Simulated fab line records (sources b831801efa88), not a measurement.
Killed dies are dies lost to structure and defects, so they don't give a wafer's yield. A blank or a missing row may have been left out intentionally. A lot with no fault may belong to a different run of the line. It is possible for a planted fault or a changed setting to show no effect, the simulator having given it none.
Which of the tools did it? ; flow gf180mcu ; 7 lots, 20 wafers sampled, at 3 steps of a route of 602

WHAT THE GAUGES READ, wafer by wafer
GF_NSD_CD_MEAS_07: target cd 400 nm.
lot;measured;on;cd-nm (nm)
L568;day 13 13:03;cd-sem-01;399.1 398.0 398.8
L571;day 14 21:52;cd-sem-01;400.9 399.5 402.4
L574;day 15 18:38;cd-sem-01;398.9 402.8 399.8
L576;day 16 13:31;cd-sem-02;401.1 404.3 402.8
L578;day 17 10:58;cd-sem-01;403.0 402.2 402.4
L580;day 18 00:25;cd-sem-01;401.1 402.9 402.1
L590;day 21 05:37;cd-sem-02;306.4 304.7

WHAT TOOL EACH LOT RAN ON (gives the tool, then ch and the chambers of the sampled wafers, and finally the start)
lot;GF_HV_LDD_STRIP_37;GF_NSD_DEVELOP_06
L568;plasma-asher-03 ch 0,1, day 11 19:03;litho-track-01 ch 0, day 13 12:55
L571;plasma-asher-04 ch 0,1, day 13 01:49;litho-track-03 ch 0, day 14 21:43
L574;plasma-asher-02 ch 0,1, day 13 20:52;litho-track-01 ch 0, day 15 18:29
L576;plasma-asher-04 ch 0,1, day 14 15:26;litho-track-03 ch 0, day 16 13:22
L578;plasma-asher-03 ch 0,1, day 15 10:31;litho-track-01 ch 0, day 17 10:49
L580;plasma-asher-02 ch 0,1, day 15 23:25;litho-track-01 ch 0, day 18 00:16
L590;plasma-asher-02 ch 0,1, day 19 02:29;litho-track-03 ch 0, day 21 05:28
- GF_HV_LDD_STRIP_37: strips in O2/N2.
- GF_NSD_DEVELOP_06: develop time 60 s.

THE ANSWER, worked out from the rows above alone
Rule: the usual values come from the lots themselves. The widest of any qualifying gaps counts: lots, ordered by their means at a reading, are off when they make up no more than a third of the lots, leave a main group of 4 or more, and stand apart from it by 3 or more times the standard deviation of that group's means. If all means in a main group match to the digits the tables above print for the reading, that group is not used. Also off: a lot with no number at a reading for which 4 or more lots have one. The other lots that the step has rows for count as sound.
Off at GF_NSD_CD_MEAS_07 (cd-nm): L590. The main group has a mean of 401.2 nm with a standard deviation of 1.4.
A tool fits if, at a process step before that reading, it ran every lot that is off, and no sound lot after the first of them. Gauges at GF_NSD_CD_MEAS_07: tried the same way as those tools. Can't be told from this: 3 tools fit, plasma-asher-02 at GF_HV_LDD_STRIP_37, litho-track-03 at GF_NSD_DEVELOP_06, cd-sem-02 at GF_NSD_CD_MEAS_07.

WHAT THE SIMULATOR HAD INSERTED
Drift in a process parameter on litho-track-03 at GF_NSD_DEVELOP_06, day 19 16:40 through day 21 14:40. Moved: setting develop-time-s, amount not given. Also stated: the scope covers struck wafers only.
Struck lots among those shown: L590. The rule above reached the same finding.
